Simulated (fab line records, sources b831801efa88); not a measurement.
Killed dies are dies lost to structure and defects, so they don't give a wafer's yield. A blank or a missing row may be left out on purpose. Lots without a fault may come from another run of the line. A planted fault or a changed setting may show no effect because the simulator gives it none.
fab line records | flow sky130
record lots=24 wafers=72 last_day=51
route steps=708 shown FIELD_ISO@5 NWELL@76 VT_ADJUST_LVTN@106 POLY_GATE@236
lots that met no fault: from a run of the same line without faults
start_h: hours from the record's first day to the start of the lot's first wafer shown | wait_h: hours since the lot's step before | " the same as in the row above | L1.1+2: a row that stands for several wafers | - no value, or no start given | * or withheld: withheld | < > ~ a bound
route shown NAME@n: a module of which the file shows steps, and the number in the route of the first | usual: mean/standard deviation of fault-free wafers | same: alike in all rows | chamber/n: place in a boat | sites: the reading at each site | _std_site: their standard deviation | _edge_site: outer sites' mean less inner sites' | radius_mm: how far each site lies from the wafer's centre | mask NAME#n: copy n | behind: the tool/chamber that last shaped the wafer | hold: why the lot was held/for how many hours/how that ended | device: the transistor (n, p or np) that didn't switch | end of line: the same wafers' tests at the end of the route | a step without rows: its recipe alone | killed: dies lost to structure and defects at the first sort, not the wafer's yield | map: a wafer's dies, x killed, . not, _ none there
set.NAME: the setting as run; set.NAME@STEP: as run at that earlier step | model.NAME: the simulator's own value behind a step, which no gauge read
steps of the route over a sample of lots; a table a step, a row a wafer
services: from which hour (start_h, from the record's first day; less than 0 if before it) a tool's chamber was out of use, for how many hours, and why
## steps
# step SKY_FIELD_ISO_THK_MEAS_04
# recipe reads=Si3N4_of_FIELD_ISO_CVD_03
# usual FIELD_ISO_CVD_03_THK=164.4/1.6
# columns lot.wafer tool chamber start_h wait_h FIELD_ISO_CVD_03_THK[nm]
L074.2 film_metro-04 - 15.49 0.0 162.4
L074.3 " - " " 161.2
L074.4 " - " " 162.7
L075.3 film_metro-04 - 18.65 0.0 161.3
L075.5 " - " " 161.2
L075.6 " - " " 160.8
L076.3 film_metro-01 - 24.39 0.0 164.3
L076.4 " - " " 164.6
L076.5 " - " " 164.9
L077.2 film_metro-04 - 29.32 0.0 160.8
L077.3 " - " " 161.0
L077.6 " - " " 160.4
L078.3 film_metro-04 - 33.68 0.0 163.5
L078.4 " - " " 165.2
L078.5 " - " " 163.9
L079.1 film_metro-04 - 40.17 0.0 166.1
L079.2 " - " " 164.5
L079.4 " - " " 164.7
L080.4 film_metro-04 - 44.56 0.0 167.1
L080.5 " - " " 165.0
L080.6 " - " " 164.1
L081.1 film_metro-02 - 50.30 0.0 164.6
L081.3 " - " " 165.5
L081.6 " - " " 164.4
L082.3 film_metro-02 - 55.98 0.0 165.2
L082.4 " - " " 165.4
L082.6 " - " " 166.2
L083.1 film_metro-02 - 59.65 0.0 165.0
L083.2 " - " " 167.0
L083.5 " - " " 165.0
L084.2 film_metro-04 - 64.50 0.0 164.2
L084.5 " - " " 163.7
L084.6 " - " " 163.7
L085.1 film_metro-01 - 70.94 0.0 162.7
L085.4 " - " " 162.5
L085.6 " - " " 163.1
L086.1 film_metro-01 - 74.09 0.0 162.3
L086.2 " - " " 163.6
L086.5 " - " " 163.6
L087.2 film_metro-01 - 79.15 0.0 165.0
L087.4 " - " " 165.1
L087.5 " - " " 163.9
L088.2 film_metro-02 - 84.10 0.0 164.1
L088.3 " - " " 164.7
L088.5 " - " " 163.4
L089.2 film_metro-01 - 89.81 0.0 163.1
L089.3 " - " " 164.5
L089.6 " - " " 163.7
L090.1 film_metro-01 - 96.33 0.0 163.2
L090.4 " - " " 164.4
L090.5 " - " " 162.8
L091.1 film_metro-04 - 99.48 0.0 163.9
L091.2 " - " " 162.8
L091.4 " - " " 163.3
L092.3 film_metro-04 - 104.38 0.0 165.8
L092.5 " - " " 166.0
L092.6 " - " " 164.7
L093.2 film_metro-01 - 108.82 0.0 167.3
L093.4 " - " " 165.4
L093.5 " - " " 165.9
L094.1 film_metro-04 - 113.48 0.0 167.8
L094.4 " - " " 168.0
L094.6 " - " " 167.2
L095.1 film_metro-01 - 120.24 0.0 165.1
L095.4 " - " " 165.1
L095.6 " - " " 165.1
L096.1 film_metro-01 - 127.58 0.0 165.2
L096.3 " - " " 166.3
L096.5 " - " " 164.7
L097.2 film_metro-01 - 134.11 0.0 164.5
L097.4 " - " " 166.0
L097.6 " - " " 166.0
# step SKY_FIELD_ISO_STRIP_16
# recipe chemistry=O2/N2 power_w=1400 pressure_mtorr=1500 platen_temp_c=withheld o2_flow_sccm=3000 n2_flow_sccm=300 overash_fraction=0.5
# usual drypump_motor_current_A=5.65/0.28 oes_product_au=0.378/0.0042 strip_time_to_endpoint_s=3.55/0.035
# columns lot.wafer tool chamber start_h wait_h drypump_motor_current_A oes_product_au rf_hours_counter_h strip_time_to_endpoint_s
L074.2 plasma_asher-03 1 31.11 0.0 5.62 0.374 34 3.50
L074.3 " 0 " " 5.30 0.380 - 3.53
L074.4 " 1 " " 5.64 0.384 - 3.55
L075.3 plasma_asher-01 0 33.74 0.1 6.01 0.385 - 3.59
L075.5 " 1 " " 5.79 0.386 - 3.59
L075.6 " 0 " " 6.00 0.381 - 3.59
L076.3 plasma_asher-01 0 40.36 0.1 5.99 0.379 - 3.48
L076.4 " 1 " " 5.79 0.377 - 3.54
L076.5 " 1 " " 5.81 0.376 - 3.48
L077.2 plasma_asher-01 0 45.76 0.0 6.01 0.375 34 3.56
L077.3 " 0 " " 5.99 0.377 - 3.52
L077.6 " 1 " " 5.77 0.381 - 3.58
L078.3 plasma_asher-01 1 50.01 0.1 5.79 0.385 - 3.58
L078.4 " 0 " " 6.00 0.376 - 3.54
L078.5 " 1 " " 5.79 0.379 - 3.57
L079.1 plasma_asher-03 1 56.41 0.0 5.60 0.377 37 3.53
L079.2 " 0 " " 5.30 0.375 37 3.55
L079.4 " 0 " " 5.33 0.376 - 3.57
L080.4 plasma_asher-03 1 60.76 0.1 5.62 0.381 - 3.54
L080.5 " 1 " " 5.58 0.371 - 3.53
L080.6 " 0 " " 5.33 0.373 - 3.53
L081.1 plasma_asher-04 1 67.23 0.0 5.86 0.370 36 3.58
L081.3 " 1 " " 5.85 0.379 - 3.57
L081.6 " 1 " " 5.88 0.380 - 3.58
L082.3 plasma_asher-03 1 72.51 0.1 5.62 0.372 - 3.56
L082.4 " 0 " " 5.30 0.385 - 3.62
L082.6 " 0 " " 5.31 0.381 - 3.57
L083.1 plasma_asher-01 0 76.33 0.0 5.99 0.379 37 3.52
L083.2 " 1 " " 5.79 0.378 37 3.54
L083.5 " 1 " " 5.78 0.378 - 3.54
L084.2 plasma_asher-01 0 81.83 0.0 5.99 0.380 37 3.54
L084.5 " 1 " " 5.79 0.381 - 3.50
L084.6 " 0 " " 5.99 0.375 - 3.55
L085.1 plasma_asher-04 0 88.58 0.0 5.17 0.383 38 3.55
L085.4 " 1 " " 5.83 0.382 - 3.51
L085.6 " 0 " " 5.18 0.380 - 3.54
L086.1 plasma_asher-04 1 91.68 0.0 5.89 0.375 39 3.52
L086.2 " 0 " " 5.17 0.379 39 3.51
L086.5 " 1 " " 5.90 0.376 - 3.55
L087.2 plasma_asher-01 1 96.85 0.0 5.79 0.384 39 3.52
L087.4 " 1 " " 5.78 0.373 - 3.56
L087.5 " 0 " " 6.01 0.377 - 3.55
L088.2 plasma_asher-01 0 102.18 0.0 6.00 0.378 39 3.52
L088.3 " 0 " " 5.98 0.379 - 3.55
L088.5 " 1 " " 5.79 0.374 - 3.49
L089.2 plasma_asher-03 1 107.91 0.0 5.61 0.380 42 3.53
L089.3 " 1 " " 5.59 0.377 - 3.54
L089.6 " 1 " " 5.60 0.383 - 3.54
L090.1 plasma_asher-01 0 114.83 0.0 6.00 0.383 41 3.54
L090.4 " 0 " " 5.99 0.375 - 3.55
L090.5 " 1 " " 5.79 0.380 - 3.55
L091.1 plasma_asher-03 0 117.83 0.0 5.33 0.386 0 3.53
L091.2 " 1 " " 5.60 0.386 0 3.56
L091.4 " 0 " " 5.32 0.379 - 3.56
L092.3 plasma_asher-01 1 123.31 0.1 5.79 0.377 - 3.52
L092.5 " 0 " " 5.98 0.378 - 3.56
L092.6 " 1 " " 5.81 0.375 - 3.51
L093.2 plasma_asher-03 1 127.43 0.0 5.59 0.378 1 3.60
L093.4 " 1 " " 5.58 0.377 - 3.58
L093.5 " 0 " " 5.33 0.377 - 3.56
L094.1 plasma_asher-03 0 132.33 0.0 5.30 0.374 1 3.63
L094.4 " 1 " " 5.62 0.388 - 3.61
L094.6 " 0 " " 5.29 0.380 - 3.63
L095.1 plasma_asher-04 1 139.23 0.0 5.85 0.380 43 3.58
L095.4 " 1 " " 5.85 0.377 - 3.57
L095.6 " 1 " " 5.87 0.373 - 3.57
L096.1 plasma_asher-04 0 147.02 0.0 5.13 0.377 43 3.59
L096.3 " 1 " " 5.83 0.375 - 3.57
L096.5 " 0 " " 5.16 0.373 - 3.55
L097.2 plasma_asher-03 0 153.76 0.0 5.31 0.372 3 3.53
L097.4 " 0 " " 5.31 0.381 - 3.53
L097.6 " 1 " " 5.65 0.373 - 3.52
# step SKY_NWELL_OVL_MEAS_23
# usual NWELL_01_OVL=-1.0/1.4
# columns lot.wafer tool chamber start_h wait_h NWELL_01_OVL[nm]
L074.2 overlay-02 - 109.39 - -0.6
L074.3 " - " " -1.6
L074.4 " - " " -2.1
L075.3 overlay-02 - 110.68 - 1.4
L075.5 " - " " -0.8
L075.6 " - " " 0.9
L076.3 overlay-02 - 120.10 - -1.6
L076.4 " - " " -2.2
L076.5 " - " " -2.7
L077.2 overlay-02 - 126.48 - -0.9
L077.3 " - " " 0.4
L077.6 " - " " 0.3
L078.3 overlay-01 - 131.12 - -0.6
L078.4 " - " " -0.7
L078.5 " - " " -0.2
L079.1 overlay-01 - 137.47 - -0.8
L079.2 " - " " -0.6
L079.4 " - " " -0.1
L080.4 overlay-02 - 141.28 - -2.6
L080.5 " - " " -2.5
L080.6 " - " " -2.3
L081.1 overlay-01 - 147.57 - -1.7
L081.3 " - " " -2.2
L081.6 " - " " -2.1
L082.3 overlay-02 - 153.82 - -0.9
L082.4 " - " " -2.9
L082.6 " - " " -2.0
L083.1 overlay-02 - 158.97 - -0.7
L083.2 " - " " 0.3
L083.5 " - " " 1.4
L084.2 overlay-02 - 164.78 - -3.4
L084.5 " - " " -2.1
L084.6 " - " " -2.6
L085.1 overlay-02 - 175.62 - -3.5
L085.4 " - " " -2.4
L085.6 " - " " -0.8
L086.1 overlay-02 - 177.24 - 2.2
L086.2 " - " " 3.6
L086.5 " - " " 0.6
L087.2 overlay-02 - 182.52 - -1.0
L087.4 " - " " -1.0
L087.5 " - " " -1.9
L088.2 overlay-01 - 190.87 - -1.8
L088.3 " - " " -1.4
L088.5 " - " " -0.5
L089.2 overlay-02 - 196.24 - 0.0
L089.3 " - " " 1.2
L089.6 " - " " 0.2
L090.1 overlay-01 - 204.11 - -1.6
L090.4 " - " " -0.4
L090.5 " - " " -1.1
L091.1 overlay-01 - 212.31 - -0.8
L091.2 " - " " 0.5
L091.4 " - " " -1.1
L092.3 overlay-01 - 219.03 - -3.3
L092.5 " - " " 0.1
L092.6 " - " " -3.0
L093.2 overlay-01 - 220.68 - 0.7
L093.4 " - " " -0.9
L093.5 " - " " -1.9
L094.1 overlay-01 - 228.02 - -0.6
L094.4 " - " " -1.3
L094.6 " - " " -0.6
L095.1 overlay-02 - 234.17 - -1.8
L095.4 " - " " -0.7
L095.6 " - " " -2.1
L096.1 overlay-02 - 243.34 - -2.0
L096.3 " - " " -2.9
L096.5 " - " " -1.3
L097.2 overlay-02 - 252.43 - -2.1
L097.4 " - " " -3.0
L097.6 " - " " -2.6
# step SKY_NWELL_RS_MEAS_29
# recipe thk_meas_gauge=four-point-probe
# usual NWELL_RS=620.0/1.4
# columns lot.wafer tool chamber start_h wait_h NWELL_RS[ohm/sq]
L074.2 film_metro-04 - 109.94 0.1 620.5
L074.3 " - " " 620.3
L074.4 " - " " 617.1
L075.3 film_metro-02 - 111.21 0.1 619.2
L075.5 " - " " 619.2
L075.6 " - " " 618.6
L076.3 film_metro-04 - 120.62 0.1 620.0
L076.4 " - " " 620.2
L076.5 " - " " 620.6
L077.2 film_metro-04 - 126.99 0.1 621.0
L077.3 " - " " 616.7
L077.6 " - " " 619.3
L078.3 film_metro-03 - 131.65 0.1 620.2
L078.4 " - " " 620.0
L078.5 " - " " 618.1
L079.1 film_metro-02 - 137.97 0.1 621.6
L079.2 " - " " 620.3
L079.4 " - " " 621.6
L080.4 film_metro-04 - 141.82 0.1 620.4
L080.5 " - " " 618.9
L080.6 " - " " 619.5
L081.1 film_metro-04 - 148.08 0.1 621.0
L081.3 " - " " 620.5
L081.6 " - " " 623.1
L082.3 film_metro-02 - 154.35 0.1 617.7
L082.4 " - " " 618.2
L082.6 " - " " 618.7
L083.1 film_metro-03 - 159.47 0.1 621.0
L083.2 " - " " 618.4
L083.5 " - " " 621.5
L084.2 film_metro-02 - 165.29 0.1 620.4
L084.5 " - " " 621.1
L084.6 " - " " 619.2
L085.1 film_metro-03 - 176.12 0.1 620.5
L085.4 " - " " 619.9
L085.6 " - " " 620.9
L086.1 film_metro-03 - 177.73 0.1 619.9
L086.2 " - " " 618.3
L086.5 " - " " 619.9
L087.2 film_metro-02 - 183.03 0.1 621.3
L087.4 " - " " 619.7
L087.5 " - " " 621.5
L088.2 film_metro-03 - 191.38 0.1 621.1
L088.3 " - " " 617.9
L088.5 " - " " 618.5
L089.2 film_metro-02 - 196.75 0.1 618.3
L089.3 " - " " 617.8
L089.6 " - " " 619.8
L090.1 film_metro-02 - 204.61 0.1 618.4
L090.4 " - " " 620.5
L090.5 " - " " 620.2
L091.1 film_metro-04 - 212.81 0.1 619.9
L091.2 " - " " 617.8
L091.4 " - " " 619.0
L092.3 film_metro-04 - 219.56 0.1 622.4
L092.5 " - " " 622.3
L092.6 " - " " 622.8
L093.2 film_metro-02 - 221.25 0.1 618.9
L093.4 " - " " 619.8
L093.5 " - " " 620.1
L094.1 film_metro-04 - 228.52 0.1 618.9
L094.4 " - " " 619.4
L094.6 " - " " 618.9
L095.1 film_metro-04 - 234.67 0.1 619.9
L095.4 " - " " 620.9
L095.6 " - " " 621.5
L096.1 film_metro-03 - 243.83 0.1 619.3
L096.3 " - " " 618.8
L096.5 " - " " 618.0
L097.2 film_metro-04 - 252.94 0.1 620.3
L097.4 " - " " 623.5
L097.6 " - " " 620.6
# step SKY_VT_ADJUST_LVTN_STRIP_09
# recipe chemistry=O2/N2 power_w=1400 pressure_mtorr=1500 platen_temp_c=withheld o2_flow_sccm=3000 n2_flow_sccm=300 overash_fraction=0.5
# usual drypump_motor_current_A=5.7/0.31 oes_product_au=0.722/0.0051 strip_time_to_endpoint_s=36.97/0.11
# columns lot.wafer tool chamber start_h wait_h drypump_motor_current_A oes_product_au rf_hours_counter_h strip_time_to_endpoint_s
L074.2 plasma_asher-02 1 148.11 0.1 5.6 0.722 34 36.81
L074.3 " 1 " " 5.6 0.730 - 36.87
L074.4 " 0 " " 6.1 0.726 - 36.98
L075.3 plasma_asher-04 1 151.08 0.1 5.8 0.718 - 37.00
L075.5 " 0 " " 5.1 0.734 - 36.96
L075.6 " 1 " " 5.9 0.720 - 37.03
L076.3 plasma_asher-01 0 161.13 0.1 6.0 0.725 - 36.77
L076.4 " 1 " " 5.8 0.720 - 36.87
L076.5 " 1 " " 5.8 0.718 - 36.76
L077.2 plasma_asher-04 1 167.86 0.1 5.9 0.723 45 37.20
L077.3 " 1 " " 5.9 0.726 - 37.08
L077.6 " 1 " " 5.9 0.730 - 37.17
L078.3 plasma_asher-04 0 172.96 0.1 5.1 0.718 - 36.77
L078.4 " 1 " " 5.9 0.725 - 36.74
L078.5 " 1 " " 5.9 0.725 - 36.74
L079.1 plasma_asher-02 0 179.11 0.1 6.1 0.720 37 36.96
L079.2 " 1 " " 5.6 0.726 37 36.85
L079.4 " 0 " " 6.1 0.723 - 36.98
L080.4 plasma_asher-01 1 184.99 0.1 5.8 0.730 - 37.02
L080.5 " 0 " " 6.0 0.713 - 36.99
L080.6 " 1 " " 5.8 0.722 - 37.03
L081.1 plasma_asher-04 0 190.72 0.1 5.2 0.724 48 36.75
L081.3 " 1 " " 5.9 0.722 - 36.79
L081.6 " 1 " " 5.8 0.729 - 36.70
L082.3 plasma_asher-02 1 197.28 0.1 5.6 0.728 - 37.08
L082.4 " 0 " " 6.1 0.722 - 37.05
L082.6 " 0 " " 6.0 0.722 - 37.08
L083.1 plasma_asher-04 0 203.86 0.1 5.2 0.722 49 36.85
L083.2 " 1 " " 5.9 0.724 49 36.87
L083.5 " 0 " " 5.2 0.717 - 36.91
L084.2 plasma_asher-01 1 210.11 0.1 5.8 0.713 51 37.03
L084.5 " 0 " " 6.0 0.723 - 37.11
L084.6 " 1 " " 5.8 0.714 - 37.03
L085.1 plasma_asher-01 1 221.50 0.1 5.8 0.726 52 37.09
L085.4 " 0 " " 6.0 0.727 - 37.03
L085.6 " 0 " " 6.0 0.716 - 37.01
L086.1 plasma_asher-02 1 223.65 0.1 5.6 0.723 41 37.01
L086.2 " 0 " " 6.0 0.724 41 37.05
L086.5 " 1 " " 5.6 0.728 - 37.00
L087.2 plasma_asher-04 1 228.56 0.1 5.8 0.728 51 37.01
L087.4 " 1 " " 5.8 0.718 - 37.14
L087.5 " 0 " " 5.2 0.720 - 37.09
L088.2 plasma_asher-02 1 239.11 0.1 5.6 0.729 43 36.79
L088.3 " 1 " " 5.6 0.714 - 36.85
L088.5 " 1 " " 5.6 0.717 - 36.91
L089.2 plasma_asher-04 1 245.12 0.1 5.8 0.715 53 37.02
L089.3 " 0 " " 5.2 0.720 - 36.88
L089.6 " 1 " " 5.9 0.719 - 36.86
L090.1 plasma_asher-01 0 252.60 0.1 6.0 0.713 55 36.96
L090.4 " 1 " " 5.8 0.714 - 37.03
L090.5 " 1 " " 5.8 0.727 - 37.05
L091.1 plasma_asher-01 1 261.65 0.1 5.8 0.727 55 37.12
L091.2 " 0 " " 6.0 0.721 55 36.99
L091.4 " 0 " " 6.0 0.724 - 37.07
L092.3 plasma_asher-01 1 269.28 0.1 5.8 0.724 - 36.88
L092.5 " 0 " " 6.0 0.721 - 36.93
L092.6 " 1 " " 5.8 0.729 - 36.87
L093.2 plasma_asher-04 1 271.45 0.1 5.8 0.723 56 37.03
L093.4 " 1 " " 5.8 0.723 - 37.14
L093.5 " 0 " " 5.1 0.719 - 37.09
L094.1 plasma_asher-02 0 279.31 0.1 6.0 0.730 47 37.09
L094.4 " 1 " " 5.6 0.718 - 36.94
L094.6 " 0 " " 6.0 0.726 - 37.11
L095.1 plasma_asher-01 1 285.97 0.1 5.8 0.720 58 37.01
L095.4 " 0 " " 6.0 0.720 - 37.05
L095.6 " 1 " " 5.8 0.728 - 36.96
L096.1 plasma_asher-01 0 296.01 0.1 6.0 0.717 59 36.92
L096.3 " 0 " " 6.0 0.718 - 36.86
L096.5 " 1 " " 5.8 0.722 - 36.80
L097.2 plasma_asher-04 0 305.47 0.1 5.2 0.722 59 36.92
L097.4 " 1 " " 5.8 0.723 - 36.95
L097.6 " 0 " " 5.2 0.718 - 36.93
# step SKY_POLY_GATE_CD_MEAS_22
# usual cd_nm=149.7/2.4
# columns lot.wafer tool chamber start_h wait_h cd_nm
L074.2 cd_sem-01 - 390.78 0.1 149.6
L074.3 " - " " 149.7
L074.4 " - " " 154.4
L075.3 cd_sem-01 - 394.62 0.1 148.9
L075.5 " - " " 149.1
L075.6 " - " " 146.9
L076.3 cd_sem-02 - 409.08 0.1 150.1
L076.4 " - " " 150.7
L076.5 " - " " 152.2
L077.2 cd_sem-02 - 419.14 0.1 147.5
L077.3 " - " " 145.4
L077.6 " - " " 145.0
L078.3 cd_sem-01 - 424.83 0.1 150.2
L078.4 " - " " 151.7
L078.5 " - " " 151.4
L079.1 cd_sem-02 - 435.10 0.1 154.4
L079.2 " - " " 152.0
L079.4 " - " " 151.0
L080.4 cd_sem-02 - 443.25 0.1 152.6
L080.5 " - " " 150.9
L080.6 " - " " 154.8
L081.1 cd_sem-01 - 454.25 0.1 148.9
L081.3 " - " " 148.0
L081.6 " - " " 148.6
L082.3 cd_sem-01 - 464.65 0.1 153.4
L082.4 " - " " 154.4
L082.6 " - " " 154.9
L083.1 cd_sem-02 - 468.63 0.1 147.9
L083.2 " - " " 145.3
L083.5 " - " " 146.4
L084.2 cd_sem-02 - 475.89 0.1 151.6
L084.5 " - " " 150.4
L084.6 " - " " 146.5
L085.1 cd_sem-01 - 488.55 0.1 152.3
L085.4 " - " " 152.6
L085.6 " - " " 150.6
L086.1 cd_sem-02 - 489.80 0.1 144.5
L086.2 " - " " 147.1
L086.5 " - " " 147.9
L087.2 cd_sem-01 - 511.04 0.1 149.2
L087.4 " - " " 149.3
L087.5 " - " " 146.7
L088.2 cd_sem-01 - 513.70 0.1 151.2
L088.3 " - " " 147.4
L088.5 " - " " 150.4
L089.2 cd_sem-01 - 518.15 0.1 152.9
L089.3 " - " " 151.4
L089.6 " - " " 150.5
L090.1 cd_sem-01 - 526.80 0.1 149.4
L090.4 " - " " 148.9
L090.5 " - " " 149.4
L091.1 cd_sem-01 - 537.18 0.1 146.8
L091.2 " - " " 152.3
L091.4 " - " " 147.2
L092.3 cd_sem-01 - 550.58 0.1 150.3
L092.5 " - " " 148.5
L092.6 " - " " 152.9
L093.2 cd_sem-01 - 551.63 0.1 151.1
L093.4 " - " " 150.2
L093.5 " - " " 150.0
L094.1 cd_sem-02 - 557.46 0.1 150.7
L094.4 " - " " 154.0
L094.6 " - " " 149.9
L095.1 cd_sem-02 - 565.04 0.1 149.4
L095.4 " - " " 147.3
L095.6 " - " " 146.6
L096.1 cd_sem-01 - 578.20 0.1 151.1
L096.3 " - " " 148.0
L096.5 " - " " 152.1
L097.2 cd_sem-02 - 586.82 0.1 151.7
L097.4 " - " " 153.4
L097.6 " - " " 145.3
## services
# columns tool chamber start_h hours kind
plasma_asher-04 - 106.58 6.5 repair
plasma_asher-03 - 108.75 9.0 pm
plasma_asher-03 0 108.75 9.0 vent_cycle
plasma_asher-03 1 108.75 9.0 vent_cycle
plasma_asher-01 - 112.47 1.7 repair
plasma_asher-04 - 113.67 3.4 repair
plasma_asher-03 0 117.75 - clean
plasma_asher-03 1 117.75 - clean
plasma_asher-03 - 232.66 1.1 repair
plasma_asher-03 - 263.08 4.1 repair
plasma_asher-03 - 289.54 9.0 repair
plasma_asher-04 - 300.90 3.5 repair
## key
fault none
